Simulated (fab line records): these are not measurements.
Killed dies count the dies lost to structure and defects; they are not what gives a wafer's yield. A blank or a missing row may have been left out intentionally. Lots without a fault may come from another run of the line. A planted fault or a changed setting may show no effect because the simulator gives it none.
Chamber matching | flow sky130 | SKY_FIELD_ISO_ETCH_14 on rie-diel-03 has 4 sister chambers
The step etches BARC in N2/H2, stops on SiO2, time 45.9 s, target depth 60 nm. 4 wafers are shown with their chamber, then 7 later ones without.

WAFERS WITH THEIR CHAMBER
wafer  | chamber | drypump-motor-current-A (A)
L457.5 | 1       | 4.8
L457.6 | 0       | 6.0
L469.1 | 2       | 6.4
L469.4 | 3       | 6.0

WAFERS MISSING THEIR CHAMBER
wafer  | drypump-motor-current-A (A)
L469.5 | 6.4
L471.3 | 6.3
L471.4 | 6.0
L471.6 | 4.8
L472.1 | 6.4
L472.5 | 6.0
L472.6 | 6.0

WHICH CHAMBER EACH WENT THROUGH
wafer  | from the rows above     | in truth
L469.5 | 2                       | 2
L471.3 | 2                       | 2
L471.4 | can't be placed: 0 or 3 | 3
L471.6 | 1                       | 1
L472.1 | 2                       | 2
L472.5 | can't be placed: 0 or 3 | 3
L472.6 | can't be placed: 0 or 3 | 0
Placed correctly: 4 of 7. These rows do not allow placing 3 (true chamber among the candidates in 3). Placed wrongly: 0.
How it was worked out, from the rows above alone: a wafer's distance from a chamber is the root of the sum, over the readings, of the square of ((its reading less the chamber's mean) divided by the reading's scatter). The wafer belongs to the nearest chamber; if the next one is less than 2 further off, it can't be placed. The mean given for a chamber averages the wafers shown for that chamber. The scatter (one wafer shown for each chamber): square how far every hidden wafer sits from the nearest shown wafer, average those squares and take the square root.
